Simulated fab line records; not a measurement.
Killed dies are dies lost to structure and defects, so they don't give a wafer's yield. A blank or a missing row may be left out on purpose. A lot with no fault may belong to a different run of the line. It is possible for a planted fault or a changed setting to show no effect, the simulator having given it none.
Which of the tools did it?	flow sky130	12 lots, 36 wafers sampled, at 5 steps of a route of 708

== WHAT THE GAUGES READ, wafer by wafer ==
SKY_LDD_HVN_TW_MEAS_10. Usual: LDD_HVN_TW 1433, standard deviation 11.
lot	measured	on	LDD_HVN_TW	flag
L950	day 21 18:13	filmMetro-02	1447 1454 1455	
L951	day 21 23:56	filmMetro-02	1454 1453 1456	
L952	day 22 14:30	filmMetro-03	1436 1433 1434	
L955	day 23 06:22	filmMetro-01	1437 1427 1433	
L957	day 24 01:57	filmMetro-03	1442 1437 1432	
L959	day 24 18:35	filmMetro-01	1440 1441 1442	
L963	day 26 17:27	filmMetro-03	1417 1423 1414	
L964	day 26 20:12	filmMetro-03	1425 1423 1425	
L965	day 27 02:37	filmMetro-01	1433 1435 1431	
L967	day 27 08:42	filmMetro-03	1435 1427 1429	
L969	day 28 05:04	filmMetro-03	1417 1430 1432	
L970	day 28 11:54	filmMetro-01	1446 1439 1440	

SKY_POLY_CUT_CD_MEAS_08: the cd target is 270 nm. Usual: cdNm at 270.1 nm, with a standard deviation of 1.2.
lot	measured	on	cdNm (nm)	flag
L950	day 25 13:50	cdSem-01	268.5 269.8 268.9	
L951	day 25 19:32	cdSem-02	272.4 270.8 270.7	
L952	day 26 10:50	cdSem-02	271.4 270.1 271.3	
L955	day 27 00:50	cdSem-02	267.4 267.0 268.6	
L957	day 27 21:02	cdSem-02	271.7 273.2 272.1	
L959	day 28 11:18	cdSem-01	269.7 269.8 270.0	
L963	day 30 09:27	cdSem-02	271.0 270.5 270.9	
L964	day 30 12:22	cdSem-01	271.0 272.3 271.3	
L965	day 30 17:44	cdSem-01	268.0 269.2 268.4	
L967	day 30 23:35	cdSem-01	270.5 270.8 271.8	
L969	day 31 19:22	cdSem-02	269.2 271.5 269.2	
L970	day 32 01:13	cdSem-02	270.9 270.3 270.9	

SKY_LI_CONTACT_BOW_MEAS_03. Usual: LI_CONTACT_BOW 56 um, standard deviation 7.
lot	measured	on	LI_CONTACT_BOW (um)	flag
L950	day 29 04:52	filmMetro-02	69 62 59	
L951	day 29 11:14	filmMetro-02	50 59 60	
L952	day 30 02:05	filmMetro-01	60 60 58	
L955	day 30 15:48	filmMetro-02	57 55 56	
L957	day 31 10:49	filmMetro-01	69 47 67	
L959	day 32 00:44	filmMetro-02	44 64 48	
L963	day 33 20:47	filmMetro-03	59 64 62	
L964	day 33 23:35	filmMetro-02	46 51 52	
L965	day 34 04:31	filmMetro-03	56 54 61	
L967	day 34 10:14	filmMetro-01	64 41 57	
L969	day 35 05:34	filmMetro-03	37 43 58	
L970	day 35 11:05	filmMetro-03	60 48 47	

SKY_CONTACT_THK_MEAS_01. Usual: CONTACT_CVD_00_THK 74.8 nm, standard deviation 0.83.
lot	measured	on	CONTACT_CVD_00_THK (nm)	flag
L950	day 31 14:32	filmMetro-04	74.7 75.4 75.5	
L951	day 31 20:46	filmMetro-04	73.9 73.5 74.7	
L952	day 32 11:22	filmMetro-04	74.8 74.1 76.6	
L955	day 33 01:04	filmMetro-02	74.1 75.9 50.4	OFF
L957	day 33 18:31	filmMetro-04	49.7 49.5 50.8	OFF
L959	day 34 08:31	filmMetro-01	75.1 74.2 75.0	
L963	day 36 03:19	filmMetro-02	74.7 75.4 74.8	
L964	day 36 06:37	filmMetro-02	73.7 74.9 75.1	
L965	day 36 11:13	filmMetro-04	73.9 75.6 76.1	
L967	day 36 17:59	filmMetro-04	74.2 74.6 75.5	
L969	day 37 12:41	filmMetro-02	74.2 75.0 76.3	
L970	day 37 17:31	filmMetro-01	72.9 75.4 74.4	

== WHICH TOOL RAN EACH LOT (tool, then ch and the chambers of the sampled wafers, then the start) ==
lot	SKY_CONTACT_CVD_00
L950	pecvd-03 ch 0,2, day 31 14:29
L951	pecvd-02 ch 0,2, day 31 20:44
L952	pecvd-02 ch 0,1,2, day 32 11:20
L955	pecvd-03 ch 0,1,2, day 33 01:02
L957	pecvd-03 ch 1,2, day 33 18:29
L959	pecvd-02 ch 0,2, day 34 08:29
L963	pecvd-04 ch 0,1,2, day 36 03:17
L964	pecvd-02 ch 0,2, day 36 06:34
L965	pecvd-03 ch 0,2, day 36 11:10
L967	pecvd-03 ch 1,2, day 36 17:56
L969	pecvd-04 ch 0,1, day 37 12:39
L970	pecvd-04 ch 0,2, day 37 17:28
- SKY_CONTACT_CVD_00: deposits Si3N4, target thk 75 nm.

== AS READ BY THE TOOLS THEMSELVES (means over the sampled wafers that have a number; for cases with no such wafer, the mark the record gives instead) ==
SKY_CONTACT_CVD_00. Usual: heaterPowerW at 749 W, with a standard deviation of 96.
lot	tool	heaterPowerW (W)	flag
L950	pecvd-03	849	
L951	pecvd-02	673	
L952	pecvd-02	672	
L955	pecvd-03	877	
L957	pecvd-03	840	
L959	pecvd-02	631	
L963	pecvd-04	709	
L964	pecvd-02	654	
L965	pecvd-03	879	
L967	pecvd-03	811	
L969	pecvd-04	714	
L970	pecvd-04	718	

== THE ANSWER, worked out from the rows above alone ==
Rule: a lot is off if the mean of its wafers that have a number lies more than 3 standard deviations from the usual mean. A lot without any number at a reading at which 4 lots or more have one is off too. Where the step has rows for the other lots, those lots are counted as sound. After the gauges, taken in route order, come the tools' own readings; for these a lot's mean is taken, as printed above. The first step at which some lot is off is used, and at that step the reading that is off furthest; a lot without a number counts as furthest.
Off: L955, L957, at SKY_CONTACT_THK_MEAS_01 (CONTACT_CVD_00_THK).
If a tool, at a process step before that reading, ran all the lots that are off and no sound lot after the first of them, it fits. The gauges at SKY_CONTACT_THK_MEAS_01 are tried like those tools. Not one of the candidates tried fits.

== WHAT HAD BEEN PUT IN BY THE SIMULATOR ==
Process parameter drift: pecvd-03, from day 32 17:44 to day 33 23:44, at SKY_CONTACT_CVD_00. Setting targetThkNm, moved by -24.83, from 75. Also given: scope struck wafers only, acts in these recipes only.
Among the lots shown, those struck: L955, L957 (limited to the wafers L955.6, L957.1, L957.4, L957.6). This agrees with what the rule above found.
